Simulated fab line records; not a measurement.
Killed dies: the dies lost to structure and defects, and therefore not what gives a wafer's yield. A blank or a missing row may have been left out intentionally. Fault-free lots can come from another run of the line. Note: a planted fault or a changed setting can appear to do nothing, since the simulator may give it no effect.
Which of the tools did it? + flow gf180mcu + 12 lots, 36 wafers sampled, at 4 steps of a route of 602

WHAT EACH GAUGE READ, for each wafer
GF_HV_LDD_TW_MEAS_38. Usual: HV_LDD_3_TW 1431, standard deviation 13.
| lot  | measured     | on            | HV_LDD_3_TW    | flag |
|------|--------------|---------------|----------------|------|
| L958 | day 11 17:44 | film_metro-04 | 1410 1411 1417 |      |
| L959 | day 12 04:35 | film_metro-04 | 1414 1420 1420 |      |
| L960 | day 12 12:27 | film_metro-04 | 1419 1420 1414 |      |
| L961 | day 12 22:20 | film_metro-04 | 1422 1412 1409 |      |
| L963 | day 13 04:30 | film_metro-02 | 1440 1442 1446 |      |
| L968 | day 14 20:05 | film_metro-03 | 1448 1440 1442 |      |
| L970 | day 15 13:17 | film_metro-02 | 1422 1436 1433 |      |
| L973 | day 17 06:59 | film_metro-02 | 1435 1440 1438 |      |
| L974 | day 18 04:02 | film_metro-02 | 1437 1436 1432 |      |
| L975 | day 18 04:12 | film_metro-04 | 1414 1421 1424 |      |
| L979 | day 19 11:59 | film_metro-04 | 1413 1422 1417 |      |
| L978 | day 19 14:02 | film_metro-02 | 1446 1441 1437 |      |

TOOL THAT RAN EACH LOT (tool first, then ch and the chambers of the sampled wafers, then the start)
| lot  | GF_DNWELL_STRIP_08                  | GF_VT_IMPLANT_STRIP_42               | GF_POLY_GATE_STRIP_14                |
|------|-------------------------------------|--------------------------------------|--------------------------------------|
| L958 | plasma_asher-02 ch 0,1, day 2 23:37 | plasma_asher-02 ch 0,1, day 7 15:28  | plasma_asher-04 ch 0,1, day 9 09:38  |
| L959 | plasma_asher-04 ch 0,1, day 3 05:59 | plasma_asher-02 ch 0,1, day 8 02:07  | plasma_asher-01 ch 0,1, day 9 19:15  |
| L960 | plasma_asher-03 ch 0,1, day 3 10:43 | plasma_asher-02 ch 0,1, day 8 04:57  | plasma_asher-03 ch 0,1, day 10 01:19 |
| L961 | plasma_asher-04 ch 0,1, day 3 17:35 | plasma_asher-03 ch 0,1, day 8 12:52  | plasma_asher-03 ch 0,1, day 10 08:59 |
| L963 | plasma_asher-04 ch 0,1, day 4 02:10 | plasma_asher-02 ch 0,1, day 8 23:40  | plasma_asher-03 ch 0,1, day 10 17:16 |
| L968 | plasma_asher-02 ch 0,1, day 5 05:16 | plasma_asher-01 ch 0,1, day 10 10:49 | plasma_asher-03 ch 0,1, day 12 05:28 |
| L970 | plasma_asher-03 ch 0,1, day 5 16:37 | plasma_asher-03 ch 0,1, day 11 01:13 | plasma_asher-04 ch 0,1, day 12 20:43 |
| L973 | plasma_asher-04 ch 0,1, day 6 16:26 | plasma_asher-01 ch 0,1, day 12 10:51 | plasma_asher-04 ch 0,1, day 14 11:26 |
| L974 | plasma_asher-02 ch 0,1, day 7 03:04 | plasma_asher-01 ch 0,1, day 12 23:30 | plasma_asher-03 ch 0,1, day 15 02:20 |
| L975 | plasma_asher-04 ch 0,1, day 7 03:35 | plasma_asher-03 ch 0,1, day 13 02:46 | plasma_asher-01 ch 0,1, day 15 04:06 |
| L979 | plasma_asher-04 ch 0,1, day 8 00:49 | plasma_asher-03 ch 0, day 14 04:06   | plasma_asher-01 ch 0,1, day 16 11:38 |
| L978 | plasma_asher-02 ch 0,1, day 8 01:17 | plasma_asher-02 ch 1, day 14 04:24   | plasma_asher-04 ch 0,1, day 16 12:17 |
- GF_DNWELL_STRIP_08: strips in O2/N2.
- GF_VT_IMPLANT_STRIP_42: strips in O2/N2.
- GF_POLY_GATE_STRIP_14: strips in O2/N2.

AS READ BY THE TOOLS THEMSELVES (means over the sampled wafers that have a number; for cases with no such wafer, the mark the record gives instead)
GF_DNWELL_STRIP_08. Usual: drypump_motor_current_A 5.5 A, standard deviation 0.57; heater_power_w 349 W, standard deviation 34; oes_product_au 0.722 a.u., standard deviation 0.0047; platen_temp_c 250.06 C, standard deviation 0.19; strip_time_to_endpoint_s 37.02 s, standard deviation 0.098.
| lot  | tool            | drypump_motor_current_A (A) | heater_power_w (W) | oes_product_au (a.u.) | platen_temp_c (C) | strip_time_to_endpoint_s (s) | flag |
|------|-----------------|-----------------------------|--------------------|-----------------------|-------------------|------------------------------|------|
| L958 | plasma_asher-02 | 5.7                         | 323                | 0.724                 | 250.31            | 37.06                        |      |
| L959 | plasma_asher-04 | 5.3                         | 382                | 0.723                 | 249.99            | 37.04                        |      |
| L960 | plasma_asher-03 | 5.4                         | 327                | 0.723                 | 249.83            | 37.01                        |      |
| L961 | plasma_asher-04 | 5.8                         | 364                | 0.762                 | 253.97            | 34.47                        | OFF  |
| L963 | plasma_asher-04 | 5.8                         | 366                | 0.755                 | 253.98            | 34.43                        | OFF  |
| L968 | plasma_asher-02 | 5.7                         | 321                | 0.726                 | 250.00            | 36.95                        |      |
| L970 | plasma_asher-03 | 5.5                         | 349                | 0.724                 | 250.03            | 37.09                        |      |
| L973 | plasma_asher-04 | 5.8                         | 355                | 0.724                 | 250.28            | 37.04                        |      |
| L974 | plasma_asher-02 | 5.7                         | 323                | 0.727                 | 250.03            | 36.94                        |      |
| L975 | plasma_asher-04 | 5.3                         | 380                | 0.719                 | 250.18            | 36.95                        |      |
| L979 | plasma_asher-04 | 5.8                         | 355                | 0.727                 | 250.34            | 37.27                        |      |
| L978 | plasma_asher-02 | 5.4                         | 322                | 0.719                 | 249.75            | 36.98                        |      |

GF_VT_IMPLANT_STRIP_42. Usual: drypump_motor_current_A 5.7 A, standard deviation 0.46; heater_power_w 336 W, standard deviation 22; oes_product_au 0.716 a.u., standard deviation 0.0048; platen_temp_c 250.00 C, standard deviation 0.18; strip_time_to_endpoint_s 12.62 s, standard deviation 0.036.
| lot  | tool            | drypump_motor_current_A (A) | heater_power_w (W) | oes_product_au (a.u.) | platen_temp_c (C) | strip_time_to_endpoint_s (s) | flag |
|------|-----------------|-----------------------------|--------------------|-----------------------|-------------------|------------------------------|------|
| L958 | plasma_asher-02 | 5.7                         | 321                | 0.719                 | 250.01            | 12.66                        |      |
| L959 | plasma_asher-02 | 5.4                         | 329                | 0.717                 | 250.21            | 12.58                        |      |
| L960 | plasma_asher-02 | 5.4                         | 328                | 0.714                 | 250.09            | 12.60                        |      |
| L961 | plasma_asher-03 | 5.5                         | 352                | 0.717                 | 249.92            | 12.60                        |      |
| L963 | plasma_asher-02 | 5.4                         | 322                | 0.718                 | 249.94            | 12.59                        |      |
| L968 | plasma_asher-01 | 6.4                         | 349                | 0.713                 | 250.04            | 12.57                        |      |
| L970 | plasma_asher-03 | 5.4                         | 329                | 0.715                 | 250.05            | 12.59                        |      |
| L973 | plasma_asher-01 | 6.4                         | 351                | 0.715                 | 250.11            | 12.58                        |      |
| L974 | plasma_asher-01 | 6.4                         | 344                | 0.715                 | 250.06            | 12.59                        |      |
| L975 | plasma_asher-03 | 5.3                         | 327                | 0.715                 | 249.86            | 12.66                        |      |
| L979 | plasma_asher-03 | 5.5                         | 362                | 0.713                 | 250.05            | 12.64                        |      |
| L978 | plasma_asher-02 | 5.9                         | 316                | 0.720                 | 249.92            | 12.58                        |      |

GF_POLY_GATE_STRIP_14. Usual: drypump_motor_current_A 5.7 A, standard deviation 0.6; heater_power_w 352 W, standard deviation 29; oes_product_au 0.504 a.u., standard deviation 0.0043; platen_temp_c 250.02 C, standard deviation 0.21.
| lot  | tool            | drypump_motor_current_A (A) | heater_power_w (W) | oes_product_au (a.u.) | platen_temp_c (C) | flag |
|------|-----------------|-----------------------------|--------------------|-----------------------|-------------------|------|
| L958 | plasma_asher-04 | 5.8                         | 354                | 0.503                 | 250.21            |      |
| L959 | plasma_asher-01 | 6.4                         | 351                | 0.509                 | 249.98            |      |
| L960 | plasma_asher-03 | 5.4                         | 333                | 0.503                 | 250.30            |      |
| L961 | plasma_asher-03 | 5.4                         | 331                | 0.507                 | 250.09            |      |
| L963 | plasma_asher-03 | 5.4                         | 350                | 0.505                 | 249.99            |      |
| L968 | plasma_asher-03 | 5.4                         | 329                | 0.502                 | 250.06            |      |
| L970 | plasma_asher-04 | 5.3                         | 379                | 0.501                 | 250.08            |      |
| L973 | plasma_asher-04 | 5.8                         | 357                | 0.504                 | 250.02            |      |
| L974 | plasma_asher-03 | 5.5                         | 351                | 0.505                 | 250.07            |      |
| L975 | plasma_asher-01 | 6.4                         | 346                | 0.501                 | 249.86            |      |
| L979 | plasma_asher-01 | 6.4                         | 347                | 0.505                 | 249.91            |      |
| L978 | plasma_asher-04 | 5.3                         | 381                | 0.504                 | 250.27            |      |

THE ANSWER, worked out from the rows above alone
Rule: a lot counts as off when the mean over its wafers that have a number is more than 3 standard deviations away from the usual mean. Also off: a lot with no number at a reading for which 4 or more lots have one. All remaining lots with rows at the step are treated as sound. Order of review: gauges by route order, followed by the tools' own readings, for which a lot's mean as printed above is used. The first step at which some lot is off is used, and at that step the reading that is off furthest; a lot without a number counts as furthest.
Off: L961, L963 (GF_DNWELL_STRIP_08, strip_time_to_endpoint_s).
If a tool, at that step or one of the process steps before it, ran each lot that is off and ran no sound lot following the first of them, it fits. Not one of the candidates tried fits.

WHAT HAD BEEN PUT IN BY THE SIMULATOR
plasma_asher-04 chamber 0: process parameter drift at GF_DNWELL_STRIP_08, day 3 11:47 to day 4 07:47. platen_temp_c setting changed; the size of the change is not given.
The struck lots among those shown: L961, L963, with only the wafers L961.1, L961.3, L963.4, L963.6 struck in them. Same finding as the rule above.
